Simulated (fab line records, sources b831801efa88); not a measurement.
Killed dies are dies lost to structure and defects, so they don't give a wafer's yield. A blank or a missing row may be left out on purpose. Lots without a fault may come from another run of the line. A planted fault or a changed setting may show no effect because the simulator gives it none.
Which tool did it? | flow sky130 | 11 lots, 33 wafers sampled, at 2 steps of a route of 708

WHAT THE GAUGES READ, wafer by wafer
SKY_POLY_GATE_THK_MEAS_01.
lot  | measured     | on            | POLY_GATE_CVD_00_THK (nm)
L618 | day 13 18:20 | film_metro-01 | 181.3 183.1 181.2
L619 | day 14 12:32 | film_metro-03 | 179.0 179.6 178.8
L621 | day 15 04:03 | film_metro-03 | 178.1 177.7 178.3
L622 | day 15 04:02 | film_metro-02 | 177.4 178.7 179.5
L623 | day 15 23:12 | film_metro-01 | 180.8 181.2 179.4
L624 | day 16 05:55 | film_metro-01 | 182.7 183.1 183.0
L626 | day 16 21:49 | film_metro-02 | 102.4 102.5 102.2 102.4 102.6 102.1
L636 | day 20 04:01 | film_metro-03 | 178.8 179.2 178.4
L637 | day 20 19:51 | film_metro-02 | 180.8 179.6 179.1
L640 | day 21 21:10 | film_metro-03 | 180.8 181.6 181.0
L641 | day 22 07:26 | film_metro-01 | 179.6 181.5 179.0

WHICH TOOL RAN EACH LOT (tool, then ch and the chambers of the sampled wafers, then the start)
lot  | SKY_POLY_GATE_CVD_00
L618 | lpcvd-01 ch 1, day 13 17:07
L619 | lpcvd-01 ch 1, day 14 11:18
L621 | lpcvd-01 ch 0, day 15 02:50
L622 | lpcvd-01 ch 1, day 15 02:50
L623 | lpcvd-01 ch 1, day 15 22:00
L624 | lpcvd-01 ch 1, day 16 04:42
L626 | lpcvd-01 ch 0, day 16 20:37
L636 | lpcvd-01 ch 1, day 20 02:49
L637 | lpcvd-01 ch 0, day 20 18:39
L640 | lpcvd-01 ch 1, day 21 19:58
L641 | lpcvd-01 ch 1, day 22 06:14
- SKY_POLY_GATE_CVD_00: deposits poly-Si, target thk 180 nm, time 720 s.

THE ANSWER, worked out from the rows above alone
Rule: what is usual is taken from the lots themselves. Put in order of their means at a reading, lots are off if they are a third of the lots or fewer, leave a main group of 4 or more, and stand apart from it by a gap of 3 or more times the standard deviation of the main group's means; of several such gaps the widest counts. A main group whose means are all the same, to the digits that the tables above print for the reading, isn't used. A lot without any number at a reading at which 4 lots or more have one is off too. The other lots that the step has rows for count as sound.
Off: L626, at SKY_POLY_GATE_THK_MEAS_01 (POLY_GATE_CVD_00_THK). The main group: mean 180.1 nm, standard deviation 1.5.
A tool fits if, at a process step before that reading, it ran every lot that is off, and no sound lot after the first of them. The gauges at SKY_POLY_GATE_THK_MEAS_01 are tried like those tools. None of those tried fits.

WHAT THE SIMULATOR HAD PUT IN
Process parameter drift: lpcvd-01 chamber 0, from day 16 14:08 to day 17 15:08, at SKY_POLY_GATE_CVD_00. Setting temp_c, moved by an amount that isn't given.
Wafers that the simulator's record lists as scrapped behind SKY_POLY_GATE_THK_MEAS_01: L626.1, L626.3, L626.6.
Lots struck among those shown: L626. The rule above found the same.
